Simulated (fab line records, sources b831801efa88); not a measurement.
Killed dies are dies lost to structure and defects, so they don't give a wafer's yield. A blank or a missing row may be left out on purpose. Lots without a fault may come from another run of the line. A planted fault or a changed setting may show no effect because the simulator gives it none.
Problem report in the 8D (eight disciplines) form, filled by code | flow sky130 | the parts of the form that need people (team, actions taken, sign-off) are left out

1. THE PROBLEM
RES_XHIGH_TW at SKY_RES_XHIGH_TW_MEAS_09 reads a mean of 800 on 6 wafers of 2 lots; wafers without a fault read 1639 with a standard deviation of 11. That is -76 standard deviations from the usual mean.
First seen on wafer L108.1, day 30 13:20, on film_metro-03. The record holds 33 wafers of 11 lots with a number at this step. Rule for "out", or "out of limits": more than 4 standard deviations from the usual mean. The other wafers with a number count as sound.

2. WHAT IT IS AND WHAT IT IS NOT
question                    | is                           | is not
which readings at this step | RES_XHIGH_TW                 | -
which lots                  | L108, L109                   | L104, L110, L114, L117, L118, L120, L121, L998, L999
which wafers of those lots  | all that have a number       | -
read on which gauges        | film_metro-03, film_metro-04 | film_metro-01
when                        | from day 30 13:20            | up to then (9 sound wafers); but 18 sound wafers of L110, L114, L117, L118, L120, L121 came after

3. SUSPECTS, AND WHAT RULES EACH OUT
Counting: a tool at a process step up to the reading stays a suspect if it ran every lot that is out and no sound lot after the first of them.
- the gauge at SKY_RES_XHIGH_TW_MEAS_09: ruled out. The wafers that are out were read on 2 gauges (film_metro-03, film_metro-04).
- implanter-03 at SKY_RES_XHIGH_IMPLANT_07: ruled out as a lasting fault. Sound lots L121 ran on it after its first lot that is out, L108 (day 30 13:05).
Left after counting: nothing in the record.

4. THE CAUSE (what the simulator had put in)
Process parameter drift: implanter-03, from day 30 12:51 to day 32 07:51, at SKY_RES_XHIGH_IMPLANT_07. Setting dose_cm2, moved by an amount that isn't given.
Counting ruled it out, wrongly: the rule takes a fault to strike every lot that its tool runs from its start on, and this one did not.

5. THE CHAIN OF EFFECTS, in route order
Each row: a reading whose mean over the struck wafers that have a number lies more than 3 standard deviations from the usual. Only readings for which the record gives a usual standard deviation are gone through. hours: the time from each lot's start at the first step in this table that gives one to its start at this step, as a median over the lots. sigmas: the change in usual standard deviations.
hours | step                     | reading            | usual        | on struck wafers | change   | sigmas
0     | SKY_RES_XHIGH_IMPLANT_07 | beam_on_s          | 38.0 s       | 9.9              | -28.1    | -9.7
0     | SKY_RES_XHIGH_IMPLANT_07 | dose_ions_cm2      | 3.6e+14      | 3.6e+13          | -3.2e+14 | -99 or more
0     | SKY_RES_XHIGH_IMPLANT_07 | faraday_current_uA | 537          | 206              | -331     | -8.5
0     | SKY_RES_XHIGH_TW_MEAS_09 | RES_XHIGH_TW       | 1639         | 800              | -839     | -76
28    | SKY_SD_N_RS_MEAS_18      | RES_XHIGH_RS       | 332.8 ohm/sq | 1967.8           | +1635.0  | +99 or more
The process steps in it:
- SKY_RES_XHIGH_IMPLANT_07

6. WHAT WOULD HAVE CAUGHT IT SOONER
In this record the first reading out of limits at a measuring or inspecting step was taken at day 30 13:20, 0 hours after the fault began at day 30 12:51.
The tool's own readings at SKY_RES_XHIGH_IMPLANT_07 were out on every struck wafer that the step has a row for (beam_on_s, dose_ions_cm2, faraday_current_uA): an alarm limit on them would have fired on the first of those.
